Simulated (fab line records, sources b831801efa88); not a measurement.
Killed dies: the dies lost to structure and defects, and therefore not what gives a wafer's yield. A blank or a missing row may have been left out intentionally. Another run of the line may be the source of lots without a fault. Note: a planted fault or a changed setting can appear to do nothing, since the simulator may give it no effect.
Comparing a struck lot with a sound one + flow sky130 + 29 out of 708 route steps
Sound: these wafers, L564.1, L564.5, L564.6. The struck wafers were L557.1, L557.2, L557.4. The cause is given at the end.
Per side, at each step with rows, come the tool, then ch with its chambers, and then its first start. Under that, the readings that differ: sound wafers + struck wafers + difference of the means + sigmas: that difference in standard deviations of wafers without a fault.
alike: same words and numbers on both sides, and readings whose means sit less than 2 such deviations apart. not compared: any withheld reading, any reading some wafer has no value for, any bound like >300 that may hide the same value, and any number with overlapping values for which the record gives no deviation.
The two part at a step that has a row with sigmas, a row that says differs or no value, or rows on one side only. Non-overlapping numbers with no deviation appear without sigmas and do not part them. Lack of a reading on every wafer of one side parts them only where that side has two or more wafers.

first, 9 steps without rows for these wafers: SKY_METAL2_DEVELOP_14 (develop time 60 s); SKY_METAL2_DESCUM_17 (chemistry O2, time 8 s); SKY_METAL2_ETCH_18 (etches BARC in N2/H2, stops on SiO2, time 45.9 s, target depth 60 nm); SKY_METAL2_METAL_ETCH_19 (etches the open film in Cl2/BCl3, stops on SiO2, target depth 360 nm, time 78 s); SKY_METAL2_STRIP_20 (strips in O2/N2); SKY_METAL2_STRIP_21 (strips in post etch residue remover, time 1200 s); SKY_METAL2_CLEAN_22 (cleans in IPA, time 180 s); SKY_METAL2_CLEAN_23 (cleans in O3/DIW); SKY_VIA2_HDPCVD_00 (deposits SiO2, target thk 1180 nm, time 196.7 s).
SKY_VIA2_CMP_02: polishes SiO2.
  sound on cmp-02 ch 0,3, day 40 18:59; struck on cmp-02 ch 0,1,3, day 38 16:59
  no value came back on the struck wafers for edgeZonePressureFrac, headPressurePsi (psi), motorCurrentA (A); on the sound wafers edgeZonePressureFrac reads 0.999 1.001 1.006
| reading                                 | sound             | struck         | difference | sigmas |
|-----------------------------------------|-------------------|----------------|------------|--------|
| model.SiO2_of_VIA2_HDPCVD_00.thkNm (nm) | 496.2 496.4 493.8 | 1154 1176 1192 | +679       |        |
SKY_VIA2_BOW_MEAS_03:
  sound on filmMetro-03 at day 40 19:17; struck on filmMetro-02 at day 38 17:14
| reading       | sound    | struck      | difference | sigmas |
|---------------|----------|-------------|------------|--------|
| VIA2_BOW (um) | 80 83 81 | 112 125 122 | +38        | +5     |
then, 9 steps without rows for these wafers: SKY_VIA2_DEHYDRATE_04 (time 60 s); SKY_VIA2_HMDS_05 (prime time 60 s); SKY_VIA2_COAT_06 (resist thk 60 nm); SKY_VIA2_COAT_07 (resist thk 450 nm); SKY_VIA2_SOFTBAKE_08 (time 90 s); SKY_VIA2_EXPOSE_09 (exposes mask VIM2, target cd 200 nm); SKY_VIA2_PEB_10; SKY_VIA2_DEVELOP_11 (develop time 61.97 s); SKY_VIA2_ETCH_14 (etches BARC in N2/H2, stops on SiO2, time 45.9 s, target depth 60 nm).
SKY_VIA2_ETCH_15: etches SiO2 in C4F8/O2/Ar, stops on TiN, target depth 546 nm, time 84 s.
  sound on rieDiel-01 ch 0,1, day 41 19:10; struck on rieDiel-01 ch 0,1,3, day 39 18:46
| reading                        | sound             | struck            | difference | sigmas      |
|--------------------------------|-------------------|-------------------|------------|-------------|
| oesProductAu (a.u.)            | 0.939 0.951 0.940 | 1.647 1.643 1.646 | +0.702     | +99 or more |
| model.etch.depthNm (nm)        | 496.2 496.4 493.8 | 555.3 556 552.3   | +59.1      |             |
| model.VIA2.featureDepthNm (nm) | 496.2 496.4 493.8 | 555.3 556 552.3   | +59.1      |             |
  not compared: rfHoursCounterH
then, 6 steps without rows for these wafers: SKY_VIA2_STRIP_16 (strips in O2/N2); SKY_VIA2_STRIP_17 (strips in post etch residue remover, time 1200 s); SKY_VIA2_CLEAN_18 (cleans in IPA, time 180 s); SKY_VIA2_CLEAN_19 (cleans in O3/DIW); SKY_VIA2_SPUTTER_20 (material TiN, target thk 20 nm, time 80 s); SKY_VIA2_CVD_21 (deposits W, target thk 420 nm, time 126.4 s).
SKY_VIA2_CMP_24: polishes, stops on SiO2, t overpolish 20 s, target thk 0 nm.
  sound on cmp-02 ch 2,3, day 41 20:16; struck on cmp-01 ch 0,2,3, day 39 19:49
| reading                                 | sound           | struck         | difference | sigmas |
|-----------------------------------------|-----------------|----------------|------------|--------|
| model.SiO2_of_VIA2_HDPCVD_00.thkNm (nm) | 491.8 492 489.4 | 1149 1172 1188 | +679       |        |
  alike: edgeZonePressureFrac, headPressurePsi, motorCurrentA
-- the record jumps here: 9 days lie between the struck wafers' starts before and after (it left off in module VIA2 and takes up again in module PAD_OPEN, whose first step shown is number 708 of the route) --
SKY_PAD_OPEN_PROBE_99:
  sound on prober-01 at day 50 01:21; struck on prober-01 at day 48 12:38
| reading                 | sound          | struck         | difference | sigmas |
|-------------------------|----------------|----------------|------------|--------|
| defectLimitedYield (%)  | 81.7 85.0 83.1 | 0 0 0          | -83        | -46    |
| killed_at_M0_to_M3      | 47 38 39       | 441 449 447    | +404       | +54    |
| killedAtContacts        | 26 16 16       | 31 25 33       | +10        | +2     |
| killedDies              | 90 74 83       | 492 492 492    | +410       | +46    |
| killedOnRim             | 20 15 15       | 96 96 96       | +79        | +20    |
| sort_bin_5_function (%) | 10.2 9.3 10.8  | 93.5 94.5 92.5 | +83.4      | +52    |
| sortNPass               | 402 418 409    | 0 0 0          | -410       | -46    |
| sortYieldPct (%)        | 81.7 85.0 83.1 | 0 0 0          | -83        | -46    |
  alike: killed_at_M4_up, killedAtFrontEnd, killedAtOther, killedOpen, killedShort, sort_bin_3_pad_short, sort_bin_6_memory

## WHERE THEY PART
Earliest at SKY_VIA2_CMP_02; latest, in this record, at SKY_PAD_OPEN_PROBE_99.

WHY: the cause the simulator had injected
Step skipped in full: cmp-02, at SKY_VIA2_CMP_02, from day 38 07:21 onward. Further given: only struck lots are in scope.
